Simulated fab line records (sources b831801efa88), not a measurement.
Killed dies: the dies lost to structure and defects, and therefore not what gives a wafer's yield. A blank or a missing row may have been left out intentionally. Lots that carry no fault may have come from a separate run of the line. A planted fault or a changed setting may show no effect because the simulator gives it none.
Which tool was responsible? + flow sky130 + 27 wafers from 9 lots sampled at 3 of the route's 708 steps

WHAT THE GAUGES READ, wafer by wafer
SKY_VIA4_RS_MEAS_19: uses a four-point probe to measure.
| lot  | measured     | on            | VIA4_W_RS (ohm/sq)                        |
|------|--------------|---------------|-------------------------------------------|
| L110 | day 43 03:03 | film metro-03 | 0.2252 0.2231 0.2244                      |
| L112 | day 43 07:46 | film metro-03 | 0.2257 0.2256 0.2242                      |
| L116 | day 44 10:45 | film metro-03 | 0.2246 0.2950 0.2266 0.2247 0.2949 0.2265 |
| L117 | day 45 00:12 | film metro-02 | 0.2234 0.2903 0.2934 0.2236 0.2901 0.2940 |
| L127 | day 47 18:50 | film metro-01 | 0.2269 0.2271 0.2264                      |
| L128 | day 47 20:12 | film metro-03 | 0.2296 0.2265 0.2262                      |
| L130 | day 48 02:23 | film metro-02 | 0.2262 0.2284 0.2291                      |
| L131 | day 48 04:52 | film metro-02 | 0.2210 0.2215 0.2279                      |
| L132 | day 48 15:09 | film metro-03 | 0.2285 0.2263 0.2226                      |

WHICH TOOL RAN EACH LOT (tool, then ch and the chambers of the sampled wafers, then the start)
| lot  | SKY_CAP2M_METAL_ETCH_13           | SKY_VIA4_CVD_18               |
|------|-----------------------------------|-------------------------------|
| L110 | rie metal-03 ch 0,1, day 41 01:05 | cvd w-01 ch 0,1, day 43 02:54 |
| L112 | rie metal-02 ch 0,1, day 41 05:20 | cvd w-01 ch 0,1, day 43 07:37 |
| L116 | rie metal-03 ch 0,1, day 42 09:35 | cvd w-01 ch 0,1, day 44 10:35 |
| L117 | rie metal-03 ch 0,1, day 43 00:01 | cvd w-01 ch 0,1, day 45 00:02 |
| L127 | rie metal-04 ch 0,1, day 45 23:34 | cvd w-02 ch 0,1, day 47 18:41 |
| L128 | rie metal-04 ch 0,1, day 46 00:49 | cvd w-01 ch 0,1, day 47 20:03 |
| L130 | rie metal-02 ch 0,1, day 46 07:55 | cvd w-01 ch 0,1, day 48 02:13 |
| L131 | rie metal-03 ch 1, day 46 10:41   | cvd w-01 ch 0,1, day 48 04:42 |
| L132 | rie metal-04 ch 0, day 46 21:50   | cvd w-01 ch 0,1, day 48 15:00 |
- SKY_CAP2M_METAL_ETCH_13: etches TiN in Cl2/BCl3, stops on SiO2, target depth 220 nm, time 62.9 s.
- SKY_VIA4_CVD_18: deposits W, target thk 505 nm, time 152.14 s.

THE ANSWER, worked out from the rows above alone
Rule: the usual values come from the lots themselves. Put in order of their means at a reading, lots are off if they are a third of the lots or fewer, leave a main group of 4 or more, and stand apart from it by a gap of 3 or more times the standard deviation of the main group's means; of several such gaps the widest counts. A main group is skipped when, at the precision printed for the reading in the tables above, its means are all equal. Also off: a lot with no number at a reading for which 4 or more lots have one. Any other lot the step has rows for is counted as sound.
Off: L116, L117, seen at SKY_VIA4_RS_MEAS_19 (VIA4_W_RS). Mean 0.2258 ohm/sq and standard deviation 0.0015 in the main group.
If a tool, at a process step before that reading, ran all the lots that are off and no sound lot after the first of them, it fits. Those tools and the gauges at SKY_VIA4_RS_MEAS_19 are tried in the same way. Not one of the candidates tried fits.

WHAT WAS PUT IN BY THE SIMULATOR
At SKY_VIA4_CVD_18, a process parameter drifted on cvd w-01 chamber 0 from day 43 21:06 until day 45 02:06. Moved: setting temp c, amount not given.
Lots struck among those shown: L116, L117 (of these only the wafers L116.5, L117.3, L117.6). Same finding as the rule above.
